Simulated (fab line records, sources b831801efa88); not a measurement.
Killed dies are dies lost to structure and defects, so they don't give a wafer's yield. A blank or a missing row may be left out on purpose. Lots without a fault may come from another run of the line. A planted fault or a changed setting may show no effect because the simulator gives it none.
A struck lot beside a sound one | flow sky130 | 28 steps out of a route of 708
Sound: wafers L910.2, L910.4, L910.6. Struck: wafer L913.4. (L913.5, L913.6 of the same lot were not struck and are left out.) The cause comes at the end.
At each step with rows: each side's tool, then ch and its chambers, then its first start. Under that, the readings that differ: sound wafers | struck wafers | difference of the means | sigmas: that difference in standard deviations of wafers without a fault.
alike: readings whose means differ by less than 2 such deviations, and words and numbers that are the same on both sides. not compared: withheld readings, readings that some wafer has no value for, bounds like >300 that may hide the same value, and numbers for which the record gives no deviation and whose values overlap.
The two part at a step that has a row with sigmas, a row that says differs or no value, or rows on one side only. Numbers that don't overlap but have no deviation are shown without sigmas and don't part them. A reading that every wafer of one side lacks parts them only if that side has two wafers or more.

first, 1 step without rows for these wafers: SKY_VIA4_ETCH_12 (etches SiO2 in C4F8/O2/Ar, stops on TiN, target depth 580 nm).
SKY_VIA4_STRIP_13: strips in O2/N2.
  sound on plasma_asher-02 ch 0,1, day 46 02:30; struck on plasma_asher-02 ch 1, day 47 10:53
  reading                     | sound       | struck | difference | sigmas
  drypump_motor_current_A (A) | 6.6 6.6 5.4 | 5.4    | -0.8       | -2
  alike: oes_product_au, strip_time_to_endpoint_s
  not compared: rf_hours_counter_h
then, 5 steps without rows for these wafers: SKY_VIA4_STRIP_14 (strips in post etch residue remover, time 1200 s); SKY_VIA4_CLEAN_15 (cleans in IPA, time 180 s); SKY_VIA4_CLEAN_16 (cleans in O3/DIW); SKY_VIA4_SPUTTER_17 (material TiN, target thk 20 nm, time 80 s); SKY_VIA4_CVD_18 (deposits W, target thk 505 nm, time 152.14 s).
SKY_VIA4_RS_MEAS_19: measures by four-point-probe.
  sound on film_metro-02, day 46 03:21; struck on film_metro-02, day 47 11:43
  alike: VIA4_W_RS
SKY_VIA4_THK_MEAS_20: measures by xrf.
  sound on film_metro-02, day 46 03:28; struck on film_metro-02, day 47 11:48
  alike: VIA4_W_THK
then, 2 steps without rows for these wafers: SKY_VIA4_CMP_21 (polishes, stops on SiO2, t overpolish 25 s, target thk 0 nm); SKY_METAL5_SPUTTER_00 (material Ti, target thk 15 nm, time 10 s).
SKY_METAL5_SPUTTER_01: material TiN, target thk 20 nm, time 16.7 s.
  sound on pvd_sputter-03, day 46 03:50; struck on pvd_sputter-03, day 47 12:10
  alike: throttle_valve_pct
SKY_METAL5_SPUTTER_02: material AlCu, target thk 1150 nm, time 61.2 s.
  sound on pvd_sputter-03, day 46 03:52; struck on pvd_sputter-03, day 47 12:13
  reading                                     | sound          | struck | difference | sigmas
  model.AlCu_of_METAL5_SPUTTER_02.thk_nm (nm) | 1155 1161 1169 | 547.7  | -614.0     |
  alike: throttle_valve_pct
then, 1 step without rows for these wafers: SKY_METAL5_SPUTTER_03 (material Ti, target thk 5 nm, time 3.3 s).
SKY_METAL5_SPUTTER_04: material TiN, target thk 70 nm, time 58.3 s.
  sound on pvd_sputter-03, day 46 03:56; struck on pvd_sputter-03, day 47 12:16
  alike: throttle_valve_pct
SKY_METAL5_RS_MEAS_05: measures by four-point-probe.
  sound on film_metro-03, day 46 04:00; struck on film_metro-03, day 47 12:22
  reading                 | sound                   | struck  | difference | sigmas
  METAL5_ALCU_RS (ohm/sq) | 0.02691 0.02685 0.02663 | 0.05706 | +0.03026   | +99 or more
SKY_METAL5_THK_MEAS_06: measures by xrf.
  sound on film_metro-03, day 46 04:07; struck on film_metro-03, day 47 12:27
  reading              | sound          | struck | difference | sigmas
  METAL5_ALCU_THK (nm) | 1155 1163 1173 | 547    | -617       | -56
then, 7 steps without rows for these wafers: SKY_METAL5_DEHYDRATE_07 (time 60 s); SKY_METAL5_HMDS_08 (prime time 60 s); SKY_METAL5_COAT_09 (resist thk 1800 nm); SKY_METAL5_SOFTBAKE_10 (time 60 s); SKY_METAL5_EXPOSE_11 (exposes mask MM5, target cd 1600 nm); SKY_METAL5_PEB_12; SKY_METAL5_DEVELOP_13 (develop time 60 s).
SKY_METAL5_DESCUM_14: chemistry O2, time 11 s.
  sound on rie_metal-03 ch 0,1, day 47 00:04; struck on rie_metal-02 ch 0, day 48 08:19
  alike: drypump_motor_current_A, oes_product_au
  not compared: rf_hours_counter_h
SKY_METAL5_METAL_ETCH_15: etches the open film in Cl2/BCl3, stops on SiO2, target depth 1260 nm, time 252 s.
  sound on rie_metal-03 ch 0,1, day 47 00:06; struck on rie_metal-02 ch 0, day 48 08:25
  reading                | sound                | struck | difference | sigmas
  oes_product_au (a.u.)  | 0.898 0.899 0.896    | 0.646  | -0.252     | -52
  throttle_valve_pct (%) | 22.259 22.264 22.258 | 22.283 | +0.023     | +2
  alike: drypump_motor_current_A
  not compared: rf_hours_counter_h
SKY_METAL5_STRIP_16: strips in O2/N2.
  sound on plasma_asher-01 ch 1, day 47 00:20; struck on plasma_asher-04 ch 0, day 48 08:37
  alike: drypump_motor_current_A, oes_product_au, strip_time_to_endpoint_s
  not compared: rf_hours_counter_h
SKY_PAD_OPEN_PROBE_99:
  sound on prober-01, day 48 17:53; struck on prober-02, day 49 21:38
  reading                       | sound                   | struck  | difference | sigmas
  sort_bin_3_pad_short (%)      | 1.4 1.2 1.6             | 0.4     | -1.0       | -2
  model.etest.via4_chain.rc_ohm | 0.8005 0.8194 0.7911    | 0.9119  | +0.1082    |
  model.etest.met5.rs_ohm_sq    | 0.02699 0.0268 0.02677  | 0.05824 | +0.03139   |
  model.etest.met5.line_ohm_um  | 0.01691 0.01683 0.01674 | 0.03643 | +0.01960   |
  alike: defect_limited_yield, killed_at_M0_to_M3, killed_at_M4_up, killed_at_contacts, killed_at_front_end, killed_at_other, killed_dies, killed_open, killed_short, sort_bin_5_function, sort_bin_6_memory, sort_n_pass, sort_yield_pct

WHERE THEY PART
First at SKY_VIA4_STRIP_13; last, within this record, at SKY_PAD_OPEN_PROBE_99.

WHY: what the simulator had put in
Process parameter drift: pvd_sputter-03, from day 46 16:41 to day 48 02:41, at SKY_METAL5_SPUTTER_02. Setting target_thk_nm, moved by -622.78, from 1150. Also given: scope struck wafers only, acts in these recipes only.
